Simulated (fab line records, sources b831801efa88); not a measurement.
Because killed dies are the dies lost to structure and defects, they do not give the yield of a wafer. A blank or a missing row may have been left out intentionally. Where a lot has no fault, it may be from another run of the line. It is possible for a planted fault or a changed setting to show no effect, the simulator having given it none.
Which tool did it? + flow sky130 + 42 wafers from 14 lots sampled at 2 of the route's 708 steps

## WHAT THE GAUGES SHOWED, per wafer
SKY_METAL2_CD_MEAS_15: the cd target is 140 nm. Usual: 139.6 nm for cd_nm, sd 1.5.
| lot  | measured     | on        | cd_nm (nm)        | flag |
|------|--------------|-----------|-------------------|------|
| L994 | day 35 01:41 | cd_sem-02 | 139.5 139.9 138.6 |      |
| L996 | day 35 15:30 | cd_sem-01 | 139.4 139.6 140.6 |      |
| L995 | day 35 17:41 | cd_sem-02 | 139.1 138.5 137.7 |      |
| L997 | day 36 03:46 | cd_sem-01 | 138.3 139.3 138.1 |      |
| L998 | day 36 08:03 | cd_sem-02 | 139.2 139.2 139.6 |      |
| L999 | day 37 01:37 | cd_sem-01 | 137.7 136.5 137.6 |      |
| L100 | day 37 06:26 | cd_sem-02 | 140.6 139.9 140.6 |      |
| L101 | day 37 11:58 | cd_sem-01 | 140.4 140.3 140.2 |      |
| L102 | day 37 23:10 | cd_sem-02 | 139.6 140.4 139.8 |      |
| L103 | day 38 03:56 | cd_sem-02 | 141.9 142.1 141.4 |      |
| L104 | day 38 06:16 | cd_sem-01 | 140.5 142.3 143.1 |      |
| L105 | day 38 16:22 | cd_sem-01 | 138.1 138.5 139.1 |      |
| L111 | day 40 12:08 | cd_sem-01 | 137.9 138.4 58.4  | OFF  |
| L113 | day 40 21:07 | cd_sem-02 | 141.4 140.6 58.8  | OFF  |

## WHAT TOOL EACH LOT RAN ON (gives the tool, then ch and the chambers of the sampled wafers, and finally the start)
| lot  | SKY_METAL2_EXPOSE_12              |
|------|-----------------------------------|
| L994 | krf_scanner-02 ch 0, day 34 12:46 |
| L996 | krf_scanner-02 ch 0, day 35 02:09 |
| L995 | krf_scanner-02 ch 0, day 35 04:37 |
| L997 | krf_scanner-01 ch 0, day 35 15:06 |
| L998 | krf_scanner-02 ch 0, day 35 18:37 |
| L999 | krf_scanner-01 ch 0, day 36 13:07 |
| L100 | krf_scanner-02 ch 0, day 36 17:39 |
| L101 | krf_scanner-01 ch 0, day 36 23:02 |
| L102 | krf_scanner-02 ch 0, day 37 10:32 |
| L103 | krf_scanner-02 ch 0, day 37 15:21 |
| L104 | krf_scanner-02 ch 0, day 37 17:51 |
| L105 | krf_scanner-02 ch 0, day 38 04:07 |
| L111 | krf_scanner-01 ch 0, day 39 23:52 |
| L113 | krf_scanner-01 ch 0, day 40 09:43 |
- SKY_METAL2_EXPOSE_12: exposes mask MM2, target cd 140 nm.

## AS READ BY THE TOOLS THEMSELVES (means over the sampled wafers that have a number; for cases with no such wafer, the mark the record gives instead)
The record holds no such reading with a usual standard deviation.

## THE ANSWER, worked out from the rows above alone
Rule: take the mean of a lot's wafers that have a number; if it is more than 3 standard deviations from the usual mean, the lot is off. Also off: a lot with no number at a reading for which 4 or more lots have one. The other lots that the step has rows for count as sound. After the gauges, taken in route order, come the tools' own readings; for these a lot's mean is taken, as printed above. The first step at which some lot is off is used, and at that step the reading that is off furthest; a lot without a number counts as furthest.
Off, at SKY_METAL2_CD_MEAS_15 on cd_nm: L111, L113.
A tool fits if, at a process step before that reading, it ran every lot that is off, and no sound lot after the first of them. Gauges at SKY_METAL2_CD_MEAS_15: tried the same way as those tools. One fits: krf_scanner-01 at SKY_METAL2_EXPOSE_12. Its last sound lot is L101 (day 36 23:02), its first lot that is off L111 (day 39 23:52): a fault that began between those two fits.

## WHAT WAS PUT IN BY THE SIMULATOR
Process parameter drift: krf_scanner-01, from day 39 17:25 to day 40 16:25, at SKY_METAL2_EXPOSE_12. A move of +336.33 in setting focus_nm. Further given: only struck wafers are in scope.
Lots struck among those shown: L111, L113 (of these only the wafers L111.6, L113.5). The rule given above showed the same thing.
